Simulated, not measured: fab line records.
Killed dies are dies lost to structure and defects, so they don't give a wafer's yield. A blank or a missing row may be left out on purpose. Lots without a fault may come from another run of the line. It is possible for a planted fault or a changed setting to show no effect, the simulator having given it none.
Matching of chambers :: flow gf180mcu :: GF_V1_CMP_04 on cmp-01: 4 sister chambers
The step polishes SiO2. 7 wafers are shown with their chamber, then 7 later ones without.

## WAFERS WITH THEIR CHAMBER
wafer: L673.3
chamber: 0
motorCurrentA (A): 13.3
edgeZonePressureFrac: 1.007

wafer: L674.3
chamber: 0
motorCurrentA (A): 12.9
edgeZonePressureFrac: 1.005

wafer: L675.6
chamber: 3
motorCurrentA (A): 11.1
edgeZonePressureFrac: 1.000

wafer: L677.3
chamber: 1
motorCurrentA (A): 10.9
edgeZonePressureFrac: 0.998

wafer: L677.5
chamber: 2
motorCurrentA (A): 12.6
edgeZonePressureFrac: 1.003

wafer: L684.2
chamber: 2
motorCurrentA (A): 12.6
edgeZonePressureFrac: 1.000

wafer: L684.4
chamber: 3
motorCurrentA (A): 10.6
edgeZonePressureFrac: 0.995

## WAFERS MISSING THEIR CHAMBER
wafer: L684.5
motorCurrentA (A): 11.9
edgeZonePressureFrac: 0.995

wafer: L687.1
motorCurrentA (A): 10.2
edgeZonePressureFrac: 0.999

wafer: L687.5
motorCurrentA (A): 11.9
edgeZonePressureFrac: 0.998

wafer: L687.6
motorCurrentA (A): 10.9
edgeZonePressureFrac: 1.005

wafer: L695.1
motorCurrentA (A): 10.8
edgeZonePressureFrac: 0.996

wafer: L695.2
motorCurrentA (A): 9.7
edgeZonePressureFrac: 1.000

wafer: L695.6
motorCurrentA (A): 10.3
edgeZonePressureFrac: 1.002

## THE CHAMBER EACH PASSED THROUGH
wafer: L684.5
from the rows above: can't be placed: 2 or 1 or 3
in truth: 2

wafer: L687.1
from the rows above: can't be placed: 3 or 1
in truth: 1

wafer: L687.5
from the rows above: can't be placed: 2 or 1 or 3
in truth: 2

wafer: L687.6
from the rows above: can't be placed: 1 or 3
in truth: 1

wafer: L695.1
from the rows above: can't be placed: 3 or 1
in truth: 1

wafer: L695.2
from the rows above: can't be placed: 3 or 1
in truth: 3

wafer: L695.6
from the rows above: can't be placed: 3 or 1
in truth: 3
Placed correctly: 0 of 7. Unplaceable from these rows: 7, with the true chamber sitting among the candidates in 7. Wrongly placed: 0.
How it was worked out, from the rows above alone: a wafer's distance from a chamber is the root of the sum, over the readings, of the square of ((its reading less the chamber's mean) divided by the reading's scatter). If the next closest chamber is less than 2 further off than the closest, the wafer can't be placed; otherwise it belongs to the closest. Each chamber's mean is taken over the wafers shown for it. The scatter is the square root of a quotient: the sum, over the shown wafers, of each reading's squared deviation from its chamber's mean, divided by wafers minus chambers.
